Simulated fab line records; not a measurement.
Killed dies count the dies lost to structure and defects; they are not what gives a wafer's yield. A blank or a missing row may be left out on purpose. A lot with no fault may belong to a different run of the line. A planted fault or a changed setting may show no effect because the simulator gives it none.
Code-filled problem report in 8D (eight disciplines) form    flow sky130    the parts of the form that need people (team, actions taken, sign-off) are left out

1. PROBLEM STATEMENT
Wafers without a fault read 15.001, standard deviation 0.0043; beam energy keV at SKY_LDD_LDN_IMPLANT_08 reads a mean of 15.712 on 6 wafers belonging to 2 lots. That is +99 or more standard deviations from the usual mean.
Earliest sighting: wafer L194.1 on implanter-04 at day 26 08:44. The record holds 39 wafers of 13 lots with a number at this step. The rule behind "out" and "out of limits": a value lying over 4 standard deviations away from the usual mean. Any other wafer with a number is counted as sound.

2. WHAT THIS IS AND IS NOT
question                     is                      is not
which readings at this step  beam energy keV         -
which lots                   L194, L195              L185, L186, L187, L188, L191, L200, L203, L205, L206, L207, L208
which wafers of those lots   all that have a number  -
read on which tools          implanter-04            implanter-02, implanter-03
when                         from day 26 08:44       up to then (15 sound wafers); but 18 sound wafers of L200, L203, L205, L206, L207, L208 came after

3. THE SUSPECTS, EACH WITH WHAT RULES IT OUT
Counting: a tool at any process step up to the reading remains a suspect when it ran all the lots that are out and ran no sound lot after the first of those.
- implanter-04 at SKY_LDD_LDN_IMPLANT_08: ruled out as a lasting fault. Sound lots L205, L208 ran on it after its first lot that is out, L194 (day 26 08:44).
Left after counting: nothing in the record.

4. THE CAUSE (what the simulator had put in)
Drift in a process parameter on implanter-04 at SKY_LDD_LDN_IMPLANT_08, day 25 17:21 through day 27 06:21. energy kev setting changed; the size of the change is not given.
Counting ruled it out, wrongly.

5. THE EFFECT CHAIN, in route order
Rows list readings where the struck wafers' mean (over those with a number) sits beyond 3 standard deviations from the usual. Only readings whose record carries a usual standard deviation are examined. hours: median over the lots of the time between each lot's start at the first step of this table that gives one and its start at this step. sigmas: the change, counted in usual standard deviations.
hours  step                    reading          usual   on struck wafers  change  sigmas
0      SKY_LDD_LDN_IMPLANT_08  beam energy keV  15.001  15.712            +0.711  +99 or more
The process steps in it:
- SKY_LDD_LDN_IMPLANT_08
Later measuring or inspecting steps at which every struck wafer that the step has a row for has a number for every such reading, and none has moved that far: SKY_POLY_CUT_CD_MEAS_08.

6. WHAT WOULD HAVE CAUGHT IT SOONER
In this record the first reading out of limits was taken at day 26 08:44, 15 hours after the fault began at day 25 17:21.
